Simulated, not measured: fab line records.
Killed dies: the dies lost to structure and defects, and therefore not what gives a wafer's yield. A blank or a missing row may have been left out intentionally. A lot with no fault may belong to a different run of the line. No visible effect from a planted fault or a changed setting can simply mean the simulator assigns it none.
A struck lot beside a sound one :: flow sky130 :: 16 steps out of a route of 708
Sound: wafers L966.1, L966.2, L966.4. Struck: wafer L978.5; the same lot's L978.1 was not struck, so it is left out; see the end for the cause.
Order at every step that has rows: each side's tool, ch and its chambers, its first start. Under that, the readings that differ: sound wafers :: struck wafers :: difference of the means :: sigmas: that difference in standard deviations of wafers without a fault.
alike: readings with means less than 2 such deviations apart, plus words and numbers identical on both sides. not compared: withheld readings, readings lacking a value on some wafer, bounds such as >300 that could conceal the same value, and numbers that have no deviation in the record and whose values overlap.
Wherever a step has rows on one side only, a row that says differs or no value, or a row with sigmas, the two part there. Numbers that don't overlap but have no deviation are shown without sigmas and don't part them. A reading missing from all wafers of one side parts the sides only when that side holds two or more wafers.

SKY_METAL5_SPUTTER_03: material Ti, target thk 5 nm, time 3.3 s.
  sound on pvdSputter-01 at day 44 04:16; struck on pvdSputter-01 at day 47 20:29
  alike: throttleValvePct
SKY_METAL5_SPUTTER_04: material TiN, target thk 70 nm, time 58.3 s.
  sound on pvdSputter-01 at day 44 04:16; struck on pvdSputter-01 at day 47 20:30
  alike: throttleValvePct
SKY_METAL5_RS_MEAS_05: measures by four-point-probe.
  sound on filmMetro-04 at day 44 04:19; struck on filmMetro-02 at day 47 20:32
  alike: METAL5_ALCU_RS
SKY_METAL5_THK_MEAS_06: measures by xrf.
  sound on filmMetro-04 at day 44 04:26; struck on filmMetro-02 at day 47 20:40
  alike: METAL5_ALCU_THK
then, 7 steps without rows for these wafers: SKY_METAL5_DEHYDRATE_07 (time 60 s); SKY_METAL5_HMDS_08 (prime time 60 s); SKY_METAL5_COAT_09 (resist thk 1800 nm); SKY_METAL5_SOFTBAKE_10 (time 60 s); SKY_METAL5_EXPOSE_11 (exposes mask MM5, target cd 1600 nm); SKY_METAL5_PEB_12; SKY_METAL5_DEVELOP_13 (develop time 60 s).
SKY_METAL5_DESCUM_14: chemistry O2, time 11 s.
  sound on rieMetal-02 ch 0,1, day 45 02:44; struck on rieMetal-02 ch 1, day 48 15:17
  alike: drypumpMotorCurrentA, oesProductAu, rfFwdPowerW
  not compared: rfHoursCounterH
SKY_METAL5_METAL_ETCH_15: etches the open film in Cl2/BCl3, stops on SiO2, target depth 1260 nm, time 252 s.
  sound on rieMetal-02 ch 0,1, day 45 02:46; struck on rieMetal-02 ch 1, day 48 15:19
reading: oesProductAu (a.u.)
sound: 0.890 0.899 0.906
struck: 0.859
difference: -0.039
sigmas: -8

reading: overEtchFrac
sound: 0.2 0.2 0.2
struck: 0.30206
difference: +0.10206
sigmas: 

reading: model.NOVOLAK_of_METAL5_COAT_09.thkNm (nm)
sound: 994.5 1049 988.2
struck: 912.3
difference: -98.3
sigmas: 
  alike: drypumpMotorCurrentA, rfFwdPowerW, throttleValvePct
  not compared: rfHoursCounterH
SKY_METAL5_STRIP_16: strips in O2/N2.
  sound on plasmaAsher-02 ch 0,1, day 45 03:00; struck on plasmaAsher-02 ch 1, day 48 15:33
reading: stripTimeToEndpointS (s)
sound: 12.66 13.23 12.63
struck: 11.71
difference: -1.13
sigmas: -4
  alike: drypumpMotorCurrentA, oesProductAu
  not compared: rfHoursCounterH
then, 1 step without rows for these wafers: SKY_METAL5_STRIP_17 (strips in post etch residue remover, time 1200 s).
SKY_PAD_OPEN_PROBE_99:
  the record has rows for the sound wafers here (prober-01, day 47 00:20) and none for the struck ones

## WHERE THEY PART
First at SKY_METAL5_METAL_ETCH_15; last, within this record, at SKY_PAD_OPEN_PROBE_99.

WHY: whatever the simulator had introduced
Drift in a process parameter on rieMetal-02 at SKY_METAL5_METAL_ETCH_15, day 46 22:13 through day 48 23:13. From 0.2, the setting overEtchFrac moved by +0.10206. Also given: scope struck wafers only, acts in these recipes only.
